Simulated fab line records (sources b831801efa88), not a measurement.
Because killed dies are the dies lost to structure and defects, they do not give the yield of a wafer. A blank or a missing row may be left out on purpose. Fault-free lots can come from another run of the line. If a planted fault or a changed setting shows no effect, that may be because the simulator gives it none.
Tool commonality check ; flow sky130 ; 54 wafers sampled across 15 lots

WHAT PROMPTED THE OPENING
At SKY_VT_ADJUST_HVTR_OVL_MEAS_08 the reading VT_ADJUST_HVTR_OVL is flagged on 3 of 15 lots. No-fault wafers: -0.2 nm, standard deviation 1.3.
Rule: a lot gets a flag if all its wafers with a number sit over 4 standard deviations from that mean, or if no wafer of it has a number. As for the other lots, they are considered sound.

lot;measured;on;VT_ADJUST_HVTR_OVL (nm), wafer by wafer;flag
L901;day 9 06:16;overlay-02;-2.0 -1.1 -2.0;
L902;day 9 11:32;overlay-01;2.2 2.2 -1.3;
L903;day 9 20:34;overlay-01;-0.6 0.7 -0.3;
L904;day 10 03:28;overlay-01;-0.3 0.7 -0.8;
L905;day 10 11:47;overlay-01;2.7 2.4 0.7;
L906;day 10 18:39;overlay-01;0.5 1.0 0.0;
L909;day 11 19:56;overlay-01;-91.4 -89.0 -91.3 -91.4 -89.3 -91.9;FLAGGED
L910;day 13 03:16;overlay-02;-90.9 -89.7 -90.2 -91.4 -90.2 -90.4;FLAGGED
L912;day 13 05:39;overlay-02;-88.5 -88.7 -88.2 -88.9 -88.8 -88.6;FLAGGED
L916;day 14 05:46;overlay-02;-0.7 -0.1 -0.4;
L917;day 14 13:05;overlay-01;-1.1 -0.8 -0.5;
L920;day 15 03:31;overlay-02;-2.0 -1.2 -0.7;
L921;day 15 17:47;overlay-01;0.1 0.8 -0.4;
L923;day 16 05:53;overlay-01;-0.1 -1.2 -0.3;
L924;day 16 08:03;overlay-02;-3.3 -1.8 -3.1;
Average over the flagged lots: -89.9 nm; offset from the usual -89.7 nm, equal to -69 standard deviations.

WHICH TOOL RAN EACH LOT
The record keeps 1 process step preceding the reading, out of 708 steps on the route. Every cell lists first the tool, next ch and the chambers used by the sampled wafers, and last the start.
lot;flag;SKY_VT_ADJUST_HVTR_EXPOSE_04
L901;;iline-stepper-01 ch 0, day 8 20:32
L902;;iline-stepper-02 ch 0, day 9 02:02
L903;;iline-stepper-01 ch 0, day 9 09:58
L904;;iline-stepper-01 ch 0, day 9 16:55
L905;;iline-stepper-01 ch 0, day 10 01:01
L906;;iline-stepper-01 ch 0, day 10 06:39
L909;FLAGGED;iline-stepper-01 ch 0, day 11 08:19
L910;FLAGGED;iline-stepper-01 ch 0, day 12 14:29
L912;FLAGGED;iline-stepper-01 ch 0, day 12 17:01
L916;;iline-stepper-02 ch 0, day 13 16:31
L917;;iline-stepper-02 ch 0, day 14 00:01
L920;;iline-stepper-02 ch 0, day 14 13:44
L921;;iline-stepper-02 ch 0, day 15 04:32
L923;;iline-stepper-02 ch 0, day 15 16:20
L924;;iline-stepper-02 ch 0, day 15 18:26
What the steps here do:
- SKY_VT_ADJUST_HVTR_EXPOSE_04: exposes mask HVTRM, target cd 380 nm.
- SKY_VT_ADJUST_HVTR_OVL_MEAS_08

FLAGGED OVER TOTAL, TOOL BY TOOL (the gauges that took the reading come last)
step;tool;lots run;flagged;share of the flagged lots;sound lots run after its first flagged lot
SKY_VT_ADJUST_HVTR_EXPOSE_04;iline-stepper-01;8;3;all;0
SKY_VT_ADJUST_HVTR_EXPOSE_04;iline-stepper-02;7;0;none;-
SKY_VT_ADJUST_HVTR_OVL_MEAS_08;overlay-01;9;1;some;3 (L917,L921,L923)
SKY_VT_ADJUST_HVTR_OVL_MEAS_08;overlay-02;6;2;some;3 (L916,L920,L924)

THE TABLE: WHAT IT ALLOWS
Rows of the table that ran each flagged lot: 1, that is iline-stepper-01 at SKY_VT_ADJUST_HVTR_EXPOSE_04.
- iline-stepper-01 at SKY_VT_ADJUST_HVTR_EXPOSE_04: 3 of its 8 lots flagged. A fault beginning between L906 (day 10 06:39), its last sound lot, and L909 (day 11 08:19), its first flagged one, fits the data.
iline-stepper-01 at SKY_VT_ADJUST_HVTR_EXPOSE_04 is the single tool remaining.

WHAT WAS PUT IN BY THE SIMULATOR
Scanner matching overlay: iline-stepper-01, from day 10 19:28 on, at SKY_VT_ADJUST_HVTR_EXPOSE_04. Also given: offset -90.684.
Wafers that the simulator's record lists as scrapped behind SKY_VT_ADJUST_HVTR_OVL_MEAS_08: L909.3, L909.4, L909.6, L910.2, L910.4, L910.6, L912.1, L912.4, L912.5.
Struck lots among those shown: L909, L910, L912. The rule above found the same.
